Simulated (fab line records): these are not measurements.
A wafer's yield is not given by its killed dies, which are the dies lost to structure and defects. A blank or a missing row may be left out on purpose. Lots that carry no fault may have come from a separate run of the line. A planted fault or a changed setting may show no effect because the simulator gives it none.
2 desks, one fault | flow gf180mcu | only its own numbers are on each desk; what lay behind them is given at the end

## DESK OF THE TOOL OWNER: implanter-03
GF_NWELL_IMPLANT_09, tool's own readings: per-lot mean of the sampled wafers with a number, covering each lot this tool ran. If a lot's mean is further than 4 standard deviations from the usual mean, the lot is out of limits and carries the mark OUT (the distance appears in the brackets).
Columns: A = dose ions cm2 at GF_NWELL_IMPLANT_09, usual 4e+12; B = end station pressure torr at GF_NWELL_IMPLANT_09, usual 5.03e-06 Torr; C = faraday current uA at GF_NWELL_IMPLANT_09, usual 22.6
lot  | first seen here | A                       | B        | C
L897 | day 3 08:19     | 4e+12                   | 5.18e-06 | 22.0
L900 | day 3 23:43     | 4e+12                   | 4.98e-06 | 22.7
L907 | day 5 13:14     | 6e+12 (+99 or more) OUT | 5.23e-06 | 35.1 (+26) OUT
L908 | day 5 18:25     | 6e+12 (+99 or more) OUT | 5.04e-06 | 34.3 (+24) OUT
This desk finds L907, L908 out of limits, L907 being first, at day 5 13:14 (dose ions cm2 at GF_NWELL_IMPLANT_09). L897, L900: within limits.

## FROM THE METROLOGY DESK
Lot by lot, what the gauges showed, no matter which tool ran the lot: averages of those sampled wafers that carry a number. If a lot's mean is further than 4 standard deviations from the usual mean, the lot is out of limits and carries the mark OUT (the distance appears in the brackets).
Columns: A = NWELL_TW at GF_NWELL_TW_MEAS_11, usual 1579; B = NWELL_RS at GF_VT_IMPLANT_RS_MEAS_47, usual 486.6 ohm/sq; C = PSD_TW at GF_PSD_TW_MEAS_11, usual 3177
lot  | first seen here | A               | B               | C
L897 | day 3 08:34     | 1567            | 486.6           | 3154
L900 | day 3 23:58     | 1601            | 487.3           | 3157
L907 | day 5 13:27     | 1632 (+4.1) OUT | 452.2 (-31) OUT | 3201
L908 | day 5 18:40     | 1608            | 453.2 (-30) OUT | 3150
L909 | day 6 01:15     | 1586            | 487.8           | 3162
L910 | day 6 06:13     | 1591            | 486.7           | 3158
L911 | day 6 11:05     | 1586            | 487.3           | 3157
L912 | day 6 15:49     | 1577            | 486.8           | 3203
L915 | day 7 12:34     | 1552            | 487.5           | 3177
L917 | day 8 03:52     | 1567            | 486.6           | 3177
L919 | day 8 15:08     | 1561            | 485.7           | 3180
This desk's finding: out of limits on L907, L908; first on L907, day 5 13:27 (NWELL_TW at GF_NWELL_TW_MEAS_11). L897, L900, L909, L910, L911, L912, L915, L917, L919: within limits.

## BROUGHT TOGETHER
On L907, L908, at day 5 13:14, an alarm was possible from the tool owner's desk.
At day 5 13:27 the metrology desk could have sounded an alarm, on L907, L908.
On implanter-03, each named lot ran GF_NWELL_IMPLANT_09.

## WHAT WAS PUT IN BY THE SIMULATOR
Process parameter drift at GF_NWELL_IMPLANT_09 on implanter-03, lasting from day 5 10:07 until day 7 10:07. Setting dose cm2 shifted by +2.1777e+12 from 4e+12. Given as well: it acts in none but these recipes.
Shown lots that were struck: L907, L908.
Delay (hours) between the fault's onset and each desk's first out-of-limits reading: 3 at the tool owner's desk, 3 at the metrology desk.
